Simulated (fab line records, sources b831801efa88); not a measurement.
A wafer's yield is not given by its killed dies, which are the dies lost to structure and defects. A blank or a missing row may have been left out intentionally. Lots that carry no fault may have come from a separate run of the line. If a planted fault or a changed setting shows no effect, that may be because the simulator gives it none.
Which tool did it?    flow sky130    14 lots with 40 wafers sampled at 2 steps, on a route of 708 steps

## WHAT EACH GAUGE READ, for each wafer
The record lacks any reading of a measuring or inspecting step that a usual standard deviation could be used to judge.

## TOOL THAT RAN EACH LOT (tool first, then ch and the chambers of the sampled wafers, then the start)
lot   SKY_LOCAL_INTERCONNECT_ETCH_13     SKY_PAD_OPEN_PROBE_99
L717  rie-metal-04 ch 0,1, day 31 03:52  prober-02, day 46 08:56
L718  rie-metal-02 ch 0,1, day 31 07:25  prober-01, day 46 09:58
L720  rie-metal-01 ch 0,1, day 31 11:36  prober-01, day 46 14:40
L719  rie-metal-01 ch 0,1, day 31 12:55  prober-02, day 46 16:37
L722  rie-metal-04 ch 1, day 31 18:22    prober-01, day 46 18:17
L723  rie-metal-01 ch 0,1, day 33 02:37  prober-02, day 47 18:35
L724  rie-metal-02 ch 0,1, day 33 08:59  prober-02, day 47 23:25
L726  rie-metal-04 ch 0,1, day 33 19:19  prober-01, day 48 07:39
L728  rie-metal-02 ch 0,1, day 34 05:45  prober-02, day 48 15:38
L731  rie-metal-02 ch 1, day 35 05:58    prober-02, day 49 07:47
L735  rie-metal-02 ch 1, day 36 08:20    prober-02, day 50 01:50
L738  rie-metal-01 ch 1, day 37 03:58    prober-01, day 50 16:58
L740  rie-metal-04 ch 1, day 37 09:18    prober-02, day 50 19:28
L739  rie-metal-01 ch 0,1, day 37 12:14  prober-01, day 50 20:17
- SKY_LOCAL_INTERCONNECT_ETCH_13: etches BARC in N2/H2, stops on SiO2, time 45.9 s, target depth 60 nm.
- SKY_PAD_OPEN_PROBE_99

## WHAT THE TOOLS THEMSELVES READ (means of the sampled wafers that have a number; where no wafer has one, the mark that the record gives instead)
SKY_LOCAL_INTERCONNECT_ETCH_13. Usual: drypump-motor-current-A 5.7 A, standard deviation 0.8; oes-product-au 0.855 a.u., standard deviation 0.0045; run-length-s 74.3 s, standard deviation 0.69; throttle-valve-pct 13.225 %, standard deviation 0.0088.
lot   tool          drypump-motor-current-A (A)  oes-product-au (a.u.)  run-length-s (s)  throttle-valve-pct (%)  flag
L717  rie-metal-04  5.9                          0.857                  74.0              13.227                  
L718  rie-metal-02  6.5                          0.858                  74.5              13.228                  
L720  rie-metal-01  4.9                          0.855                  74.6              13.225                  
L719  rie-metal-01  4.9                          0.856                  74.5              13.226                  
L722  rie-metal-04  5.0                          0.852                  74.3              13.221                  
L723  rie-metal-01  4.9                          0.857                  74.3              13.223                  
L724  rie-metal-02  6.7                          0.854                  73.9              13.230                  
L726  rie-metal-04  5.9                          0.855                  73.8              13.232                  
L728  rie-metal-02  6.7                          0.856                  77.2              13.214                  OFF
L731  rie-metal-02  6.4                          0.831                  76.8              13.229                  OFF
L735  rie-metal-02  6.4                          0.835                  75.6              13.222                  OFF
L738  rie-metal-01  5.0                          0.855                  74.1              13.229                  
L740  rie-metal-04  5.0                          0.855                  74.3              13.221                  
L739  rie-metal-01  4.9                          0.854                  74.3              13.222                  

SKY_PAD_OPEN_PROBE_99. Usual: killed_at_M0_to_M3 43, standard deviation 7.3; killed_at_M4_up 3.1, standard deviation 1.7; killed-at-contacts 25, standard deviation 5.3; killed-at-front-end 15, standard deviation 4.3; killed-at-other 0.2, standard deviation 0.54; killed-dies 87, standard deviation 10; killed-on-rim 17, standard deviation 3.9; killed-open 48, standard deviation 7.6; killed-short 38, standard deviation 6.1.
lot   tool       killed_at_M0_to_M3  killed_at_M4_up  killed-at-contacts  killed-at-front-end  killed-at-other  killed-dies  killed-on-rim  killed-open  killed-short  flag
L717  prober-02  35                  2.0              28                  12                   0.0              77           14             42           36            
L718  prober-01  52                  2.7              25                  16                   0.3              96           22             55           40            
L720  prober-01  43                  3.3              23                  15                   0.0              85           17             48           36            
L719  prober-02  44                  1.0              32                  16                   0.0              93           18             53           40            
L722  prober-01  45                  1.3              31                  15                   0.0              92           21             56           36            
L723  prober-02  46                  3.3              22                  14                   0.0              86           16             48           38            
L724  prober-02  44                  3.3              32                  13                   0.7              93           18             50           42            
L726  prober-01  49                  4.3              29                  15                   0.0              97           15             58           39            
L728  prober-02  43                  4.7              20                  16                   0.0              83           18             42           41            
L731  prober-02  46                  3.5              28                  14                   0.0              92           20             48           44            
L735  prober-02  36                  4.5              23                  17                   0.0              80           17             50           30            
L738  prober-01  46                  4.3              30                  17                   0.3              98           19             55           41            
L740  prober-02  44                  1.3              30                  21                   0.3              97           23             54           41            
L739  prober-01  40                  2.3              22                  14                   0.3              79           15             41           37            

## THE ANSWER, worked out from the rows above alone
Rule: lot off if the mean of its wafers having a number is beyond 3 standard deviations from the usual mean. Also off: a lot with no number at a reading for which 4 or more lots have one. All remaining lots with rows at the step are treated as sound. Order of review: gauges by route order, followed by the tools' own readings, for which a lot's mean as printed above is used. The first step at which some lot is off is used, and at that step the reading that is off furthest; a lot without a number counts as furthest.
Off, at SKY_LOCAL_INTERCONNECT_ETCH_13 on oes-product-au: L731, L735.
A tool fits if, at that step or a process step before it, it ran every lot that is off, and no sound lot after the first of them. One fits: rie-metal-02 at SKY_LOCAL_INTERCONNECT_ETCH_13. Its last sound lot is L728 (day 34 05:45), its first lot that is off L731 (day 35 05:58): a fault that began between those two fits.
The tool's own readings at SKY_LOCAL_INTERCONNECT_ETCH_13 bear it out: on the lots that are off they differ by more than 5 times the standard deviation of the sound lots' means. oes-product-au reads 0.833 a.u. there against 0.855 a.u. on the sound lots.

## WHAT THE SIMULATOR PUT IN
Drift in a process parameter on rie-metal-02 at SKY_LOCAL_INTERCONNECT_ETCH_13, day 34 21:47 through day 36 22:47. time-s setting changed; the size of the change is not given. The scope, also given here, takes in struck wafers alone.
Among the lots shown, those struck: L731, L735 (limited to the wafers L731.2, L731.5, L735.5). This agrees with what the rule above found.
